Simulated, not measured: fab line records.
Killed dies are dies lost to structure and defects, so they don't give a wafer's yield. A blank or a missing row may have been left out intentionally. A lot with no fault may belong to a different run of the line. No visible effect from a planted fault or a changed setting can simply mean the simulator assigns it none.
Chamber matching ; flow gf180mcu ; GF_STI_CMP_25 on cmp-02: 4 sister chambers
The step polishes, stops on Si3N4, t overpolish 33 s, target thk 524.6 nm. 8 wafers are shown with their chamber, then 9 later ones without.

== EACH WAFER AND ITS CHAMBER ==
wafer;chamber;motor_current_A (A);time_to_endpoint_s (s)
L416.1;3;11.0;111
L416.4;0;10.6;115
L419.1;1;11.3;108
L419.2;3;11.1;110
L419.3;2;11.5;103
L421.1;2;11.2;113
L421.2;0;10.4;115
L421.4;1;11.1;115

== WAFERS WHOSE CHAMBER IS MISSING ==
wafer;motor_current_A (A);time_to_endpoint_s (s)
L427.1;10.0;112
L427.3;11.4;110
L427.4;11.8;111
L428.4;11.5;113
L428.5;10.9;114
L428.6;11.5;108
L430.1;11.7;116
L430.2;11.0;118
L430.3;10.2;114

== EACH ONE'S CHAMBER ==
wafer;from the rows above;in truth
L427.1;0;0
L427.3;can't be placed: 2 or 1 or 3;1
L427.4;can't be placed: 2 or 1 or 3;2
L428.4;can't be placed: 2 or 1 or 3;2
L428.5;can't be placed: 3 or 1 or 0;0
L428.6;can't be placed: 2 or 1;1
L430.1;can't be placed: 2 or 1 or 3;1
L430.2;can't be placed: 3 or 1 or 2 or 0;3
L430.3;0;0
Correctly placed: 2 of 9. Can't be placed from these rows: 7 (the true chamber is among the candidates in 7). Number placed wrongly: 0.
How it was worked out, from the rows above alone: a wafer's distance from a chamber is the root of the sum, over the readings, of the square of ((its reading less the chamber's mean) divided by the reading's scatter). If the next closest chamber is less than 2 further off than the closest, the wafer can't be placed; otherwise it belongs to the closest. A chamber's mean is the mean of its shown wafers. How the scatter is found: for the shown wafers, subtract from each reading the mean of its chamber, square and add these, divide the total by (wafers less chambers), then take the root.
